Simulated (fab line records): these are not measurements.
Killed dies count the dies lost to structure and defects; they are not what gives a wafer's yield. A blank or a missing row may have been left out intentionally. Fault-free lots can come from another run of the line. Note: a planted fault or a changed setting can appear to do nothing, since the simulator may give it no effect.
Which tool did it? / flow sfq-line / route of 325 steps, sampled at 1 step: 14 lots, 42 wafers

WHAT THE GAUGES SHOWED, per wafer
The record lacks any reading of a measuring or inspecting step that a usual standard deviation could be used to judge.

WHAT TOOL EACH LOT RAN ON (gives the tool, then ch and the chambers of the sampled wafers, and finally the start)
lot=L285; SFQ_TRILAYER_A5B_CMP_CMP_130=cmp-01 ch 2,3, day 48 00:36
lot=L286; SFQ_TRILAYER_A5B_CMP_CMP_130=cmp-01 ch 0,2,3, day 48 12:36
lot=L289; SFQ_TRILAYER_A5B_CMP_CMP_130=cmp-01 ch 0,1,2, day 49 18:55
lot=L291; SFQ_TRILAYER_A5B_CMP_CMP_130=cmp-01 ch 2,3, day 50 00:47
lot=L294; SFQ_TRILAYER_A5B_CMP_CMP_130=cmp-01 ch 0,3, day 52 18:35
lot=L297; SFQ_TRILAYER_A5B_CMP_CMP_130=cmp-01 ch 1,2,3, day 53 18:12
lot=L300; SFQ_TRILAYER_A5B_CMP_CMP_130=cmp-01 ch 0,1, day 54 17:12
lot=L302; SFQ_TRILAYER_A5B_CMP_CMP_130=cmp-01 ch 1,2, day 57 15:08
lot=L303; SFQ_TRILAYER_A5B_CMP_CMP_130=cmp-02 ch 1,2,3, day 57 23:54
lot=L304; SFQ_TRILAYER_A5B_CMP_CMP_130=cmp-02 ch 0,1, day 59 02:54
lot=L305; SFQ_TRILAYER_A5B_CMP_CMP_130=cmp-02 ch 0,2,3, day 59 06:54
lot=L306; SFQ_TRILAYER_A5B_CMP_CMP_130=cmp-02 ch 1,2, day 59 09:24
lot=L307; SFQ_TRILAYER_A5B_CMP_CMP_130=cmp-01 ch 1,3, day 59 20:34
lot=L308; SFQ_TRILAYER_A5B_CMP_CMP_130=cmp-02 ch 1,2, day 59 21:24
- SFQ_TRILAYER_A5B_CMP_CMP_130: polishes, stops on Nb, target thk 340.7 nm.

WHAT THE TOOLS THEMSELVES READ (means of the sampled wafers that have a number; where no wafer has one, the mark that the record gives instead)
SFQ_TRILAYER_A5B_CMP_CMP_130. Usual: head-pressure-psi 3.001 psi, standard deviation 0.006; motor-current-A 10.2 A, standard deviation 1.1.
lot=L285; tool=cmp-01; head-pressure-psi (psi)=3.001; motor-current-A (A)=9.1; flag=
lot=L286; tool=cmp-01; head-pressure-psi (psi)=3.002; motor-current-A (A)=10.1; flag=
lot=L289; tool=cmp-01; head-pressure-psi (psi)=3.004; motor-current-A (A)=9.9; flag=
lot=L291; tool=cmp-01; head-pressure-psi (psi)=3.001; motor-current-A (A)=8.8; flag=
lot=L294; tool=cmp-01; head-pressure-psi (psi)=3.008; motor-current-A (A)=11.4; flag=
lot=L297; tool=cmp-01; head-pressure-psi (psi)=2.466; motor-current-A (A)=8.2; flag=OFF
lot=L300; tool=cmp-01; head-pressure-psi (psi)=2.462; motor-current-A (A)=9.8; flag=OFF
lot=L302; tool=cmp-01; head-pressure-psi (psi)=3.003; motor-current-A (A)=9.2; flag=
lot=L303; tool=cmp-02; head-pressure-psi (psi)=3.004; motor-current-A (A)=10.6; flag=
lot=L304; tool=cmp-02; head-pressure-psi (psi)=3.001; motor-current-A (A)=10.9; flag=
lot=L305; tool=cmp-02; head-pressure-psi (psi)=2.997; motor-current-A (A)=11.0; flag=
lot=L306; tool=cmp-02; head-pressure-psi (psi)=2.999; motor-current-A (A)=11.0; flag=
lot=L307; tool=cmp-01; head-pressure-psi (psi)=3.002; motor-current-A (A)=9.8; flag=
lot=L308; tool=cmp-02; head-pressure-psi (psi)=3.006; motor-current-A (A)=10.9; flag=

THE ANSWER, worked out from the rows above alone
Rule: take the mean of a lot's wafers that have a number; if it is more than 3 standard deviations from the usual mean, the lot is off. Also off: a lot with no number at a reading for which 4 or more lots have one. All remaining lots with rows at the step are treated as sound. Order of review: gauges by route order, followed by the tools' own readings, for which a lot's mean as printed above is used. The first step at which some lot is off is used, and at that step the reading that is off furthest; a lot without a number counts as furthest.
Off: L297, L300, at SFQ_TRILAYER_A5B_CMP_CMP_130 (head-pressure-psi).
A tool fits if, at that step or a process step before it, it ran every lot that is off, and no sound lot after the first of them. Of those tried, none fits.

WHAT THE SIMULATOR HAD PUT IN
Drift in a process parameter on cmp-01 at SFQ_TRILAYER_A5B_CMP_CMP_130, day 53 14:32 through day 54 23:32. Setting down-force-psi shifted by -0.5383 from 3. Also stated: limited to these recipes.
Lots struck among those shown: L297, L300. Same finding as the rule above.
